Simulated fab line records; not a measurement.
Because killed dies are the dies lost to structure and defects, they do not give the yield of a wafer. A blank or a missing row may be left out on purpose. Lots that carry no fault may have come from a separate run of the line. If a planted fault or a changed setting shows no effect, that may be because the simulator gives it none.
2 desks, one fault | flow sky130 | each desk holds nothing but its own numbers, with what lay behind them at the end

== FOR THE TOOL OWNER'S DESK: litho_track-03 ==
The tool's own readings at SKY_LDD_HVP_DEVELOP_06 (develop time 60 s): means of the sampled wafers that have a number, for each lot that ran on this tool. Any lot whose mean is over 4 standard deviations away from the usual mean is out of limits and marked OUT; that distance is given in the brackets.
Columns: A = developer_temp_C at SKY_LDD_HVP_DEVELOP_06, usual 23.03 C; B = resist_line_temp_C at SKY_LDD_HVP_DEVELOP_06, usual 23.01 C
lot  | first seen here | A     | B
L480 | day 24 15:05    | 23.09 | 23.02
L481 | day 25 02:49    | 23.12 | 22.89
L482 | day 25 10:37    | 23.09 | 22.99
L490 | day 28 06:37    | 23.05 | 22.92
L492 | day 28 13:19    | 23.03 | 23.10
L494 | day 28 21:32    | 22.93 | 22.97
This desk found nothing out of limits on any of the 6 lots.

== AT THE METROLOGY DESK ==
Means of the sampled wafers that have a number, per lot and without regard to the tool the lot ran on: this is what the gauges read. Any lot whose mean is over 4 standard deviations away from the usual mean is out of limits and marked OUT; that distance is given in the brackets.
Columns: A = LDD_N_TW at SKY_LDD_N_TW_MEAS_17, usual 2576; B = LDD_HVP_TW at SKY_LDD_HVP_TW_MEAS_10, usual 455; C = LDD_LDN_TW at SKY_LDD_LDN_TW_MEAS_13, usual 1476
lot  | first seen here | A    | B   | C
L476 | day 18 20:22    | 2537 | 451 | 1466
L477 | day 19 03:14    | 2608 | 449 | 1486
L478 | day 19 23:20    | 2595 | 450 | 1468
L480 | day 20 19:27    | 2598 | 448 | 1495
L481 | day 21 08:01    | 2580 | 446 | 1468
L482 | day 21 15:04    | 2611 | 444 | 1480
L489 | day 23 16:52    | 2615 | 451 | 1481
L490 | day 24 14:53    | 2596 | 452 | 1488
L492 | day 24 23:07    | 2571 | 459 | 1465
L493 | day 25 05:09    | 2568 | 453 | 1465
L494 | day 25 06:36    | 2556 | 462 | 1487
L495 | day 25 19:12    | 2571 | 450 | 1485
L496 | day 25 22:48    | 2610 | 458 | 1459
This desk found nothing out of limits on any of the 13 lots.

== TAKEN TOGETHER ==
The desk of the tool owner found nothing out of limits.
The metrology desk saw nothing out of limits.

== WHAT THE SIMULATOR HAD INSERTED ==
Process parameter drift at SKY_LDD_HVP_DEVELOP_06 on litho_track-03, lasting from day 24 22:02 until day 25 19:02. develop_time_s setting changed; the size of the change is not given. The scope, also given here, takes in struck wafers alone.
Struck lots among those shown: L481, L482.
